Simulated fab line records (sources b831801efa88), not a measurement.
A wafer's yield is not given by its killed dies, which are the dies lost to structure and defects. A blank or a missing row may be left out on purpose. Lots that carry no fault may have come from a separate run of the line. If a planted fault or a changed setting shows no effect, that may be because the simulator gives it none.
What tool caused it? | flow sky130 | Sampling: 11 lots, 33 wafers, 3 of 708 route steps

== WHAT THE GAUGES READ, wafer by wafer ==
SKY_VIA1_OVL_MEAS_13.
lot  | measured     | on         | VIA1_OVL (nm)
L435 | day 33 23:19 | overlay-01 | 2 6 17
L436 | day 34 18:44 | overlay-01 | -10 -10 -1
L438 | day 35 08:02 | overlay-02 | 0 -2 -2
L443 | day 36 23:05 | overlay-02 | -9 -5 -7
L442 | day 37 04:30 | overlay-02 | 3 4 -1
L444 | day 37 08:50 | overlay-01 | 0 -9 0
L448 | day 38 09:26 | overlay-02 | 3 1 -5
L449 | day 38 17:40 | overlay-01 | 1 -7 5
L455 | day 40 10:32 | overlay-02 | -5 -5 -8
L456 | day 40 21:17 | overlay-01 | -7 -3 -1
L458 | day 41 02:41 | overlay-01 | -1 -2 -2

== EACH LOT AND THE TOOL THAT RAN IT (in order: tool; ch and the chambers of the sampled wafers; start) ==
lot  | SKY_CONTACT_SPUTTER_23      | SKY_METAL1_SPUTTER_03
L435 | pvdSputter-01, day 31 14:07 | pvdSputter-04, day 31 14:50
L436 | pvdSputter-03, day 32 11:25 | pvdSputter-01, day 32 12:08
L438 | pvdSputter-01, day 33 00:01 | pvdSputter-03, day 33 00:44
L443 | pvdSputter-02, day 34 15:46 | pvdSputter-01, day 34 16:29
L442 | pvdSputter-01, day 34 20:47 | pvdSputter-04, day 34 21:31
L444 | pvdSputter-02, day 35 00:32 | pvdSputter-01, day 35 01:16
L448 | pvdSputter-02, day 36 02:54 | pvdSputter-03, day 36 03:37
L449 | pvdSputter-02, day 36 11:23 | pvdSputter-01, day 36 12:07
L455 | pvdSputter-01, day 38 05:51 | pvdSputter-03, day 38 06:41
L456 | pvdSputter-01, day 38 17:44 | pvdSputter-03, day 38 18:28
L458 | pvdSputter-02, day 38 23:08 | pvdSputter-03, day 38 23:52
- SKY_CONTACT_SPUTTER_23: material TiN, target thk 20 nm, time 80 s.
- SKY_METAL1_SPUTTER_03: material Ti, target thk 5 nm, time 3.3 s.

== AS READ BY THE TOOLS THEMSELVES (means over the sampled wafers that have a number; for cases with no such wafer, the mark the record gives instead) ==
SKY_CONTACT_SPUTTER_23.
lot  | tool          | throttleValvePct (%)
L435 | pvdSputter-01 | 30.7
L436 | pvdSputter-03 | 29.5
L438 | pvdSputter-01 | 31.0
L443 | pvdSputter-02 | 29.4
L442 | pvdSputter-01 | 30.8
L444 | pvdSputter-02 | 29.3
L448 | pvdSputter-02 | 28.9
L449 | pvdSputter-02 | 30.0
L455 | pvdSputter-01 | 30.6
L456 | pvdSputter-01 | 31.0
L458 | pvdSputter-02 | 29.0

SKY_METAL1_SPUTTER_03.
lot  | tool          | throttleValvePct (%)
L435 | pvdSputter-04 | 28.7
L436 | pvdSputter-01 | 29.9
L438 | pvdSputter-03 | 29.4
L443 | pvdSputter-01 | 30.6
L442 | pvdSputter-04 | 29.1
L444 | pvdSputter-01 | 31.0
L448 | pvdSputter-03 | 29.3
L449 | pvdSputter-01 | 30.8
L455 | pvdSputter-03 | 29.4
L456 | pvdSputter-03 | 29.3
L458 | pvdSputter-03 | 29.6

== THE ANSWER, worked out from the rows above alone ==
Rule: what is usual is taken from the lots themselves. Put in order of their means at a reading, lots are off if they are a third of the lots or fewer, leave a main group of 4 or more, and stand apart from it by a gap of 3 or more times the standard deviation of the main group's means; of several such gaps the widest counts. Not used: any main group whose means are identical at the precision the tables above print for the reading. Also off: a lot with no number at a reading for which 4 or more lots have one. Any other lot the step has rows for is counted as sound. Order of review: gauges by route order, followed by the tools' own readings, for which a lot's mean as printed above is used. The first step at which some lot is off is used, and at that step the reading that is off furthest; a lot without a number counts as furthest.
Nothing can be told from this: no lot is off at any reading shown.

== WHAT THE SIMULATOR HAD PUT IN ==
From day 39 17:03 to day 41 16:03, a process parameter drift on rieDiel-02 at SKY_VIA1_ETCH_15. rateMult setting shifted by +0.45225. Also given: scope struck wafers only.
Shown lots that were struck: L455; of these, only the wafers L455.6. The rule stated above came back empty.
